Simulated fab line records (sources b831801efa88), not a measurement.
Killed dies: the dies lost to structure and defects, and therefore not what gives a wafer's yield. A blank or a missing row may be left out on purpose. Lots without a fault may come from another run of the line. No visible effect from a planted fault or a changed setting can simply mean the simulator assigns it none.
Struck lot and sound lot, side by side    flow sky130    20 out of 708 route steps
Sound: wafers L316.1, L316.3, L316.5. Wafers L325.1, L325.4, L325.6 were the ones struck. Last of all comes the cause.
For every step that has rows: the tool of each side, followed by ch and its chambers, followed by its first start. Under that, the readings that differ: sound wafers    struck wafers    difference of the means    sigmas: that difference in standard deviations of wafers without a fault.
alike: readings whose means differ by less than 2 such deviations, and words and numbers that are the same on both sides. not compared: withheld readings, readings that some wafer has no value for, bounds like >300 that may hide the same value, and numbers for which the record gives no deviation and whose values overlap.
Wherever a step has rows on one side only, a row that says differs or no value, or a row with sigmas, the two part there. Numbers that don't overlap but have no deviation are shown without sigmas and don't part them. A reading missing from all wafers of one side parts the sides only when that side holds two or more wafers.

SKY_RES_XHIGH_STRIP_08: strips in O2/N2.
  sound on plasma_asher-03 ch 0,1, day 31 06:50; struck on plasma_asher-02 ch 0,1, day 34 07:44
  alike: drypump_motor_current_A, oes_product_au, strip_time_to_endpoint_s
  not compared: rf_hours_counter_h
SKY_RES_XHIGH_TW_MEAS_09:
  sound on film_metro-04, day 31 06:56; struck on film_metro-01, day 34 07:50
reading       sound           struck          difference  sigmas
RES_XHIGH_TW  1636 1634 1631  1591 1587 1583  -47         -2
then, 7 steps without rows for these wafers: SKY_SD_N_DEHYDRATE_00 (time 60 s); SKY_SD_N_HMDS_01 (prime time 60 s); SKY_SD_N_COAT_02 (resist thk 1140 nm); SKY_SD_N_SOFTBAKE_03 (time 60 s); SKY_SD_N_EXPOSE_04 (exposes mask NSDM, target cd 380 nm); SKY_SD_N_PEB_05; SKY_SD_N_DEVELOP_06 (develop time 60 s).
SKY_SD_N_CD_MEAS_07 targets a cd of 380 nm.
  sound on cd_sem-02, day 32 09:56; struck on cd_sem-02, day 35 09:46
  alike: cd_nm
SKY_SD_N_OVL_MEAS_08:
  sound on overlay-02, day 32 10:04; struck on overlay-02, day 35 09:53
  alike: SD_N_OVL
then, 1 step without rows for these wafers: SKY_SD_N_IMPLANT_09.
SKY_SD_N_IMPLANT_10:
  sound on implanter-01 ch 0, day 32 10:14; struck on implanter-03 ch 0, day 35 10:23
SKY_SD_N_STRIP_11: strips in O2/N2.
  sound on plasma_asher-03 ch 0, day 32 10:23; struck on plasma_asher-02 ch 0,1, day 35 10:32
  alike: drypump_motor_current_A, oes_product_au, strip_time_to_endpoint_s
  not compared: rf_hours_counter_h
SKY_SD_N_TW_MEAS_12:
  sound on film_metro-01, day 32 10:29; struck on film_metro-01, day 35 10:38
  alike: SD_N_TW
then, 1 step without rows for these wafers: SKY_SD_N_CLEAN_13 (cleans in SC1/SC2, time 150 s).
SKY_SD_N_RTA_14: time 2 s.
  sound on rtp_anneal-01 ch 0, day 32 10:36; struck on rtp_anneal-02 ch 0, day 35 10:45
  alike: chamber_o2_ppm, lamp_power_pct, wafer_temp_C_max
SKY_SD_N_RS_MEAS_16: the measuring method here is four-point-probe.
  sound on film_metro-02, day 32 10:47; struck on film_metro-01, day 35 10:56
reading           sound              struck             difference  sigmas
SD_N_RS (ohm/sq)  68.17 68.51 68.51  66.16 66.10 66.32  -2.20       -16
SKY_SD_N_RS_MEAS_17: the measuring method here is four-point-probe.
  sound on film_metro-02, day 32 10:54; struck on film_metro-01, day 35 11:03
  alike: SD_P_RS
-- record jumps: 15 days separate the struck wafers' starts on either side; left off in module SD_N, taken up again in module PAD_OPEN, whose first shown step is the route's number 708 --
SKY_PAD_OPEN_PROBE_99:
  sound on prober-01, day 48 18:11; struck on prober-02, day 50 20:02
reading                          sound            struck             difference  sigmas
model.etest.res_ndiff.rs_ohm_sq  118.1 118 118.7  117.3 117.8 117.2  -0.8        
  alike: killed_at_M0_to_M3, killed_at_M4_up, killed_at_contacts, killed_at_front_end, killed_at_other, killed_dies, killed_open, killed_short
  not compared: model.etest.sonos_uncharged.r_on_ohm_um, model.etest.res_ndiff_hv.rs_ohm_sq

WHERE THEY PART
Last at SKY_SD_N_RS_MEAS_16 as far as this record goes, first at SKY_RES_XHIGH_TW_MEAS_09. Later steps at which nothing parts them and some readings are alike: SKY_SD_N_RS_MEAS_17, SKY_PAD_OPEN_PROBE_99.

WHY: what had been put in by the simulator
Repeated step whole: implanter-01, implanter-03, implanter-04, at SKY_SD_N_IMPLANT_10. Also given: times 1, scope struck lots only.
